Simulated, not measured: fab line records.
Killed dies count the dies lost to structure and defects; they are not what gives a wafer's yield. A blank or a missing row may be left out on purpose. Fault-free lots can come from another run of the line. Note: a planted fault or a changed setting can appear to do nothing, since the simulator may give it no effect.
Comparing a struck lot with a sound one    flow sky130    35 steps out of a route of 708
Sound: the wafers L187.3, L187.4, L187.5. Struck: wafers L198.1, L198.3, L198.6. The cause is given at the end.
For every step that has rows: the tool of each side, followed by ch and its chambers, followed by its first start. Under that, the readings that differ: sound wafers    struck wafers    difference of the means    sigmas: that difference in standard deviations of wafers without a fault.
alike: a reading whose means differ by less than 2 such deviations, as well as words and numbers matching on both sides. not compared: withheld readings; readings where some wafer has no value; bounds like >300 that might hide an equal value; numbers whose values overlap and for which the record gives no deviation.
The two part at a step that has a row with sigmas, a row that says differs or no value, or rows on one side only. Numbers that have no deviation but don't overlap get no sigmas and don't part them. Lack of a reading on every wafer of one side parts them only where that side has two or more wafers.

first, 9 steps without rows for these wafers: SKY_METAL2_DEVELOP_14 (develop time 60 s); SKY_METAL2_DESCUM_17 (chemistry O2, time 8 s); SKY_METAL2_ETCH_18 (etches BARC in N2/H2, stops on SiO2, time 45.9 s, target depth 60 nm); SKY_METAL2_METAL_ETCH_19 (etches the open film in Cl2/BCl3, stops on SiO2, target depth 360 nm, time 78 s); SKY_METAL2_STRIP_20 (strips in O2/N2); SKY_METAL2_STRIP_21 (strips in post etch residue remover, time 1200 s); SKY_METAL2_CLEAN_22 (cleans in IPA, time 180 s); SKY_METAL2_CLEAN_23 (cleans in O3/DIW); SKY_VIA2_HDPCVD_00 (deposits SiO2, target thk 1180 nm, time 196.7 s).
SKY_VIA2_CMP_02: polishes SiO2.
  sound on cmp-01 ch 0,1, day 35 13:25; struck on cmp-01 ch 1,2,3, day 39 05:01
reading                                   sound              struck             difference  sigmas
model.SiO2_of_VIA2_HDPCVD_00.thk-nm (nm)  497.2 496.2 495.7  443.8 444.2 444.1  -52.3       
  alike: motor-current-A
then, 9 steps without rows for these wafers: SKY_VIA2_DEHYDRATE_04 (time 60 s); SKY_VIA2_HMDS_05 (prime time 60 s); SKY_VIA2_COAT_06 (resist thk 60 nm); SKY_VIA2_COAT_07 (resist thk 458.6 nm); SKY_VIA2_SOFTBAKE_08 (time 90 s); SKY_VIA2_EXPOSE_09 (exposes mask VIM2, target cd 200 nm); SKY_VIA2_PEB_10; SKY_VIA2_DEVELOP_11 (develop time 60 s); SKY_VIA2_ETCH_14 (etches BARC in N2/H2, stops on SiO2, time 45.9 s, target depth 60 nm).
SKY_VIA2_ETCH_15: etches SiO2 in C4F8/O2/Ar, stops on TiN, target depth 546 nm, time 84 s.
  sound on rie-diel-03 ch 1,2,3, day 36 15:13; struck on rie-diel-03 ch 0,2,3, day 40 05:28
reading                           sound              struck             difference  sigmas
oes-product-au (a.u.)             0.942 0.940 0.948  0.883 0.882 0.883  -0.061      -15
model.VIA2.feature-depth-nm (nm)  497.2 496.2 495.7  443.8 444.2 444.1  -52.3       
model.etch.depth-nm (nm)          497.2 496.2 495.7  443.8 444.2 444.1  -52.3       
  not compared: rf-hours-counter-h
then, 13 steps without rows for these wafers: SKY_VIA2_STRIP_16 (strips in O2/N2); SKY_VIA2_STRIP_17 (strips in post etch residue remover, time 1200 s); SKY_VIA2_CLEAN_18 (cleans in IPA, time 180 s); SKY_VIA2_CLEAN_19 (cleans in O3/DIW); SKY_VIA2_SPUTTER_20 (material TiN, target thk 20 nm, time 80 s); SKY_VIA2_CVD_21 (deposits W, target thk 420 nm, time 126.4 s); SKY_VIA2_CMP_24 (polishes, stops on SiO2, t overpolish 20 s, target thk 0 nm); SKY_METAL3_SPUTTER_00 (material Ti, target thk 15 nm, time 10 s); SKY_METAL3_SPUTTER_01 (material TiN, target thk 20 nm, time 16.7 s); SKY_METAL3_SPUTTER_02 (material AlCu, target thk 735 nm, time 39.1 s); SKY_METAL3_SPUTTER_03 (material Ti, target thk 5 nm, time 3.3 s); SKY_METAL3_SPUTTER_04 (material TiN, target thk 70 nm, time 58.3 s); SKY_CAPM_CVD_00 (deposits SiO2, target thk 15.5 nm).
-- the record jumps here: 2 days lie between the struck wafers' starts before and after (it left off in module CAPM and takes up again in module METAL3, whose first step shown is number 532 of the route) --
SKY_METAL3_METAL_ETCH_18: etches the open film in Cl2/BCl3, stops on SiO2, target depth 845 nm, time 183.1 s.
  sound on rie-metal-02 ch 0,1, day 38 20:46; struck on rie-metal-04 ch 0,1, day 42 07:40
reading                                   sound              struck             difference  sigmas
drypump-motor-current-A (A)               5.1 4.8 4.8        5.7 6.0 6.0        +1.0        +2
model.SiO2_of_VIA2_HDPCVD_00.thk-nm (nm)  467.3 466.2 465.8  414.6 414.7 414.3  -51.9       
  alike: oes-product-au, throttle-valve-pct
  not compared: rf-hours-counter-h
next, for these wafers, 1 step has no rows: SKY_PAD_OPEN_PROBE_99.

== WHERE THEY PART ==
First at SKY_VIA2_ETCH_15; last, within this record, at SKY_METAL3_METAL_ETCH_18.

WHY: what the simulator had put in
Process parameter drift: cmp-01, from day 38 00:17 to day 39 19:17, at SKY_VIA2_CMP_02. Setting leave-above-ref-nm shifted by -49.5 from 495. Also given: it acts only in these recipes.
